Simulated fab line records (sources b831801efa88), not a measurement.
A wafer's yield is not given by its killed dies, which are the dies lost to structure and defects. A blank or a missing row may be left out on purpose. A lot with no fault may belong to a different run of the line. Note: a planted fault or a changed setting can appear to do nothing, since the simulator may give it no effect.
fab line records + flow gf180mcu
record:
- lots: 5
- wafers: 15
- lastDay: 33
route steps=602 shown M3@422 V3@429
lots that met no fault: taken from a fault-free run of the same line
startH: the number of hours between the record's first day and the start of the first shown wafer of the lot + waitH: how many hours have passed since the lot's step before this one + " identical to the entry in the row above + L1.1+2: several wafers, shown together as one row + - value missing, or start not given + * or withheld: withheld + < > ~ a bound
route shown NAME@n: names a module that has steps shown in the file, with the first one's number in the route + usual: the fault-free wafers' mean and standard deviation + same: alike in all rows + chamber/n: place in a boat + sites: the reading at each site + _std_site: the standard deviation of these + _edge_site: mean of outer sites minus mean of inner sites + radiusMm: how far each site lies from the wafer's centre + mask NAME#n: copy n + behind: tool/chamber where the wafer was last shaped + hold: what put the lot on hold/how long, in hours/how the hold closed + device: which transistor (n, p or np) failed to switch + end of line: the same wafers' tests at the end of the route + for a step that has no rows: nothing shown but its recipe + killed: dies lost to structure and defects at the first sort, not the wafer's yield + map: a wafer's dies, x killed, . not, _ none there
set.NAME: setting as actually run; set.NAME@STEP: the setting as run at that earlier step + model.NAME: the simulator's own value behind a step, which no gauge read
lots at selected steps of the route; one table per step, one row per wafer
services: the hour from which a tool's chamber was out of use, counted from the record's first day as startH (under 0 if before that day), plus the number of hours and why
== steps ==
step: GF_M3_DEVELOP_13
recipe:
- developTimeS: 60
- devTempC: 21
usual:
- resistLineTempC: 23.00/0.1
| lot.wafer | tool          | chamber | startH | waitH | resistLineTempC |
|-----------|---------------|---------|--------|-------|-----------------|
| L080.2    | lithoTrack-01 | 0       | 542.51 | 0.2   | 23.15           |
| L080.3    | "             | 0       | "      | "     | 22.97           |
| L080.4    | "             | 0       | "      | "     | 23.08           |
| L081.1    | lithoTrack-03 | 0       | 559.09 | 0.2   | 23.37           |
| L081.4    | "             | 0       | "      | "     | 23.20           |
| L081.6    | "             | 0       | "      | "     | 23.12           |
| L083.1    | lithoTrack-03 | 0       | 570.74 | 0.2   | 23.03           |
| L083.3    | "             | 0       | "      | "     | 22.97           |
| L083.5    | "             | 0       | "      | "     | 23.16           |
| L088.1    | lithoTrack-03 | 0       | 607.89 | 0.2   | 22.99           |
| L088.5    | "             | 0       | "      | "     | 23.02           |
| L088.6    | "             | 0       | "      | "     | 23.26           |
| L094.3    | lithoTrack-03 | 0       | 649.84 | 0.1   | 22.83           |
| L094.5    | "             | 0       | "      | "     | 22.97           |
| L094.6    | "             | 0       | "      | "     | 23.00           |
step: GF_M3_CD_MEAS_14
recipe:
- targetCdNm: 280
usual:
- cdNm: 279.5/1.2
| lot.wafer | tool     | chamber | startH | waitH | cdNm  |
|-----------|----------|---------|--------|-------|-------|
| L080.2    | cdSem-02 | -       | 542.65 | 0.1   | 279.7 |
| L080.3    | "        | -       | "      | "     | 278.9 |
| L080.4    | "        | -       | "      | "     | 279.1 |
| L081.1    | cdSem-01 | -       | 559.24 | 0.1   | 278.8 |
| L081.4    | "        | -       | "      | "     | 278.7 |
| L081.6    | "        | -       | "      | "     | 278.0 |
| L083.1    | cdSem-01 | -       | 570.89 | 0.1   | 279.4 |
| L083.3    | "        | -       | "      | "     | 280.0 |
| L083.5    | "        | -       | "      | "     | 279.6 |
| L088.1    | cdSem-01 | -       | 608.04 | 0.1   | 279.5 |
| L088.5    | "        | -       | "      | "     | 280.5 |
| L088.6    | "        | -       | "      | "     | 279.4 |
| L094.3    | cdSem-01 | -       | 649.98 | 0.1   | 278.2 |
| L094.5    | "        | -       | "      | "     | 279.1 |
| L094.6    | "        | -       | "      | "     | 277.3 |
step: GF_M3_OVL_MEAS_15
usual:
- M3_OVL: 0/6
| lot.wafer | tool       | chamber | startH | waitH | M3_OVL[nm] |
|-----------|------------|---------|--------|-------|------------|
| L080.2    | overlay-01 | -       | 542.76 | 0.1   | 4          |
| L080.3    | "          | -       | "      | "     | 2          |
| L080.4    | "          | -       | "      | "     | 5          |
| L081.1    | overlay-02 | -       | 559.36 | 0.1   | -3         |
| L081.4    | "          | -       | "      | "     | -12        |
| L081.6    | "          | -       | "      | "     | -11        |
| L083.1    | overlay-02 | -       | 571.01 | 0.1   | 1          |
| L083.3    | "          | -       | "      | "     | -1         |
| L083.5    | "          | -       | "      | "     | 1          |
| L088.1    | overlay-01 | -       | 608.16 | 0.1   | -3         |
| L088.5    | "          | -       | "      | "     | 0          |
| L088.6    | "          | -       | "      | "     | 6          |
| L094.3    | overlay-02 | -       | 650.07 | 0.1   | -10        |
| L094.5    | "          | -       | "      | "     | -9         |
| L094.6    | "          | -       | "      | "     | -2         |
step: GF_M3_METAL_ETCH_16
recipe:
- chemistry: Cl2/BCl3
- maskMaterial: KrF
- targetDepthNm: 750.8
- stopOn: SiO2
- pressureMtorr: 8
- icpW: 800
- biasW: 140
- Cl2_flow_sccm: 80
- bcl3FlowSccm: 40
- timeS: 125.1
usual:
- drypumpMotorCurrentA: 5.7/0.31
- oesProductAu: 0.988/0.0055
- throttleValvePct: 28.231/0.0092
| lot.wafer | tool        | chamber | startH | waitH | drypumpMotorCurrentA | oesProductAu | rfHoursCounterH | throttleValvePct |
|-----------|-------------|---------|--------|-------|----------------------|--------------|-----------------|------------------|
| L080.2    | rieMetal-03 | 1       | 542.79 | 0.0   | 6.0                  | 0.980        | 4               | 28.237           |
| L080.3    | "           | 0       | "      | "     | 5.5                  | 0.989        | -               | 28.226           |
| L080.4    | "           | 1       | "      | "     | 6.0                  | 0.979        | -               | 28.245           |
| L081.1    | rieMetal-03 | 1       | 559.40 | 0.0   | 6.0                  | 0.985        | 4               | 28.231           |
| L081.4    | "           | 1       | "      | "     | 6.0                  | 0.984        | -               | 28.231           |
| L081.6    | "           | 0       | "      | "     | 5.4                  | 0.990        | -               | 28.225           |
| L083.1    | rieMetal-03 | 0       | 571.04 | 0.0   | 5.5                  | 1.000        | 6               | 28.230           |
| L083.3    | "           | 0       | "      | "     | 5.5                  | 0.985        | -               | 28.229           |
| L083.5    | "           | 0       | "      | "     | 5.5                  | 0.991        | -               | 28.231           |
| L088.1    | rieMetal-04 | 0       | 608.19 | 0.0   | 5.9                  | 0.987        | 12              | 28.223           |
| L088.5    | "           | 0       | "      | "     | 5.9                  | 0.992        | -               | 28.221           |
| L088.6    | "           | 1       | "      | "     | 5.3                  | 0.985        | -               | 28.243           |
| L094.3    | rieMetal-03 | 0       | 650.14 | 0.1   | 5.5                  | 0.985        | -               | 28.225           |
| L094.5    | "           | 0       | "      | "     | 5.5                  | 0.990        | -               | 28.241           |
| L094.6    | "           | 1       | "      | "     | 6.0                  | 0.980        | -               | 28.241           |
step: GF_M3_STRIP_17
recipe:
- chemistry: O2/N2
- powerW: 1400
- pressureMtorr: 1500
- platenTempC: 250
- o2FlowSccm: 3000
- n2FlowSccm: 300
- overashFraction: 0.5
usual:
- drypumpMotorCurrentA: 5.8/0.64
- heaterPowerW: 334/48
- oesProductAu: 0.538/0.0049
- stripTimeToEndpointS: 7.41/0.045
| lot.wafer | tool           | chamber | startH | waitH | drypumpMotorCurrentA | heaterPowerW | oesProductAu | rfHoursCounterH | stripTimeToEndpointS |
|-----------|----------------|---------|--------|-------|----------------------|--------------|--------------|-----------------|----------------------|
| L080.2    | plasmaAsher-01 | 0       | 542.92 | 0.1   | 6.6                  | 400          | 0.542        | 12              | 7.45                 |
| L080.3    | "              | 0       | "      | "     | 6.6                  | 389          | 0.537        | -               | 7.42                 |
| L080.4    | "              | 1       | "      | "     | 4.6                  | 306          | 0.546        | -               | 7.44                 |
| L081.1    | plasmaAsher-03 | 1       | 559.52 | 0.1   | 6.1                  | 309          | 0.545        | 93              | 7.41                 |
| L081.4    | "              | 1       | "      | "     | 6.1                  | 302          | 0.537        | -               | 7.39                 |
| L081.6    | "              | 0       | "      | "     | 5.9                  | 271          | 0.529        | -               | 7.35                 |
| L083.1    | plasmaAsher-04 | 1       | 571.22 | 0.1   | 6.1                  | 393          | 0.533        | 45              | 7.40                 |
| L083.3    | "              | 1       | "      | "     | 6.1                  | 389          | 0.540        | -               | 7.39                 |
| L083.5    | "              | 1       | "      | "     | 6.0                  | 389          | 0.534        | -               | 7.38                 |
| L088.1    | plasmaAsher-04 | 0       | 608.32 | 0.1   | 5.3                  | 302          | 0.536        | 49              | 7.37                 |
| L088.5    | "              | 0       | "      | "     | 5.3                  | 303          | 0.541        | -               | 7.46                 |
| L088.6    | "              | 1       | "      | "     | 6.1                  | 378          | 0.537        | -               | 7.44                 |
| L094.3    | plasmaAsher-04 | 1       | 650.26 | 0.1   | 6.1                  | 390          | 0.544        | -               | 7.42                 |
| L094.5    | "              | 1       | "      | "     | 6.1                  | 394          | 0.544        | -               | 7.43                 |
| L094.6    | "              | 0       | "      | "     | 5.3                  | 301          | 0.539        | -               | 7.47                 |
step: GF_M3_STRIP_18
recipe:
- chemistry: postEtchResidueRemover
- timeS: 1200
- tempC: 72.5
| lot.wafer  | tool        | chamber | startH | waitH |
|------------|-------------|---------|--------|-------|
| L080.2+3+4 | wetBench-02 | 0       | 543.02 | 0.1   |
| L081.1+4+6 | wetBench-03 | 0       | 559.62 | 0.1   |
| L083.1+3+5 | wetBench-03 | 3       | 571.32 | 0.1   |
| L088.1+5+6 | wetBench-03 | 0       | 608.42 | 0.1   |
| L094.3+5+6 | wetBench-04 | 3       | 650.32 | 0.0   |
step: GF_M3_CLEAN_19
recipe:
- chemistry: DIW
- dry: n2Spin
| lot.wafer  | tool        | chamber | startH | waitH |
|------------|-------------|---------|--------|-------|
| L080.2+3+4 | wetBench-03 | 2       | 543.39 | 0.0   |
| L081.1+4+6 | wetBench-04 | 1       | 559.97 | 0.0   |
| L083.1+3+5 | wetBench-04 | 1       | 572.00 | 0.0   |
| L088.1+5+6 | wetBench-02 | 2       | 608.77 | 0.0   |
| L094.3+5+6 | wetBench-02 | 2       | 650.67 | 0.0   |
step: GF_V3_CVD_00
recipe:
- material: SiO2
- targetThkNm: 600
- sigmaOpenFrac: 0.3
- tempC: 400
- timeS: 100
- sih4FlowSccm: 60
- pressureMtorr: 6
| lot.wafer  | tool      | chamber | startH | waitH |
|------------|-----------|---------|--------|-------|
| L080.2+3+4 | hdpcvd-02 | 2,1,2   | 543.48 | 0.0   |
| L081.1+4+6 | hdpcvd-02 | 0,1,0   | 560.06 | 0.0   |
| L083.1+3+5 | hdpcvd-01 | 2,0,2   | 572.09 | 0.0   |
| L088.1+5+6 | hdpcvd-01 | 2,0,1   | 608.87 | 0.0   |
| L094.3+5+6 | hdpcvd-02 | 2,1,0   | 650.76 | 0.0   |
step: GF_V3_THK_MEAS_01
recipe:
- reads: SiO2_of_V3_CVD_00
usual:
- V3_CVD_00_THK: 600/6.2
| lot.wafer | tool         | chamber | startH | waitH | V3_CVD_00_THK[nm] |
|-----------|--------------|---------|--------|-------|-------------------|
| L080.2    | filmMetro-04 | -       | 543.57 | 0.0   | 603               |
| L080.3    | "            | -       | "      | "     | 592               |
| L080.4    | "            | -       | "      | "     | 605               |
| L081.1    | filmMetro-03 | -       | 560.13 | 0.0   | 598               |
| L081.4    | "            | -       | "      | "     | 597               |
| L081.6    | "            | -       | "      | "     | 599               |
| L083.1    | filmMetro-03 | -       | 572.16 | 0.0   | 593               |
| L083.3    | "            | -       | "      | "     | 604               |
| L083.5    | "            | -       | "      | "     | 608               |
| L088.1    | filmMetro-01 | -       | 608.94 | 0.0   | 598               |
| L088.5    | "            | -       | "      | "     | 598               |
| L088.6    | "            | -       | "      | "     | 588               |
| L094.3    | filmMetro-04 | -       | 650.85 | 0.1   | 598               |
| L094.5    | "            | -       | "      | "     | 596               |
| L094.6    | "            | -       | "      | "     | 588               |
step: GF_V3_CVD_02
recipe:
- material: SiO2
- targetThkNm: 850
- precursor: TEOS
- tempC: 400
- timeS: 94.851
- rfW: 600
usual:
- heaterPowerW: 635/78
| lot.wafer | tool     | chamber | startH | waitH | heaterPowerW |
|-----------|----------|---------|--------|-------|--------------|
| L080.2    | pecvd-04 | 0       | 543.62 | 0.0   | 545          |
| L080.3    | "        | 2       | "      | "     | 650          |
| L080.4    | "        | 2       | "      | "     | 667          |
| L081.1    | pecvd-02 | 1       | 560.19 | 0.1   | 729          |
| L081.4    | "        | 1       | "      | "     | 754          |
| L081.6    | "        | 0       | "      | "     | 641          |
| L083.1    | pecvd-02 | 1       | 572.22 | 0.1   | 657          |
| L083.3    | "        | 2       | "      | "     | 558          |
| L083.5    | "        | 0       | "      | "     | 646          |
| L088.1    | pecvd-02 | 0       | 609.00 | 0.1   | 669          |
| L088.5    | "        | 1       | "      | "     | 600          |
| L088.6    | "        | 0       | "      | "     | 596          |
| L094.3    | pecvd-03 | 2       | 650.89 | 0.0   | 519          |
| L094.5    | "        | 2       | "      | "     | 549          |
| L094.6    | "        | 0       | "      | "     | 644          |
== services ==
| tool           | chamber | startH | hours | kind      |
|----------------|---------|--------|-------|-----------|
| pecvd-02       | 2       | 526.33 | 12.5  | repair    |
| plasmaAsher-04 | -       | 528.58 | 1.2   | repair    |
| rieMetal-03    | -       | 529.81 | 1.4   | pm        |
| plasmaAsher-01 | -       | 533.14 | 1.0   | repair    |
| hdpcvd-01      | -       | 539.25 | 15.0  | pm        |
| hdpcvd-01      | 0       | 539.25 | 15.0  | ventCycle |
| hdpcvd-01      | 1       | 539.25 | 15.0  | ventCycle |
| hdpcvd-01      | 2       | 539.25 | 15.0  | ventCycle |
| plasmaAsher-03 | -       | 541.14 | 2.0   | repair    |
| plasmaAsher-03 | -       | 550.08 | 4.0   | pm        |
| plasmaAsher-04 | -       | 573.00 | 5.3   | repair    |
| plasmaAsher-04 | -       | 574.34 | 3.4   | repair    |
| pecvd-03       | 1       | 578.96 | 5.1   | repair    |
| rieMetal-04    | -       | 583.74 | 4.3   | pm        |
| pecvd-02       | 2       | 591.35 | 23.3  | repair    |
| rieMetal-03    | 0       | 599.05 | 2.6   | repair    |
| wetBench-02    | -       | 601.76 | 2.3   | repair    |
| hdpcvd-02      | -       | 607.11 | 1.9   | repair    |
| pecvd-03       | 1       | 609.12 | 2.5   | repair    |
| pecvd-03       | -       | 610.06 | 0.7   | repair    |
| pecvd-04       | 2       | 615.31 | 17.0  | repair    |
| hdpcvd-01      | -       | 616.36 | 2.8   | pm        |
| plasmaAsher-03 | -       | 623.95 | 41.9  | repair    |
| hdpcvd-01      | -       | 633.76 | 1.5   | repair    |
== key ==
fault none
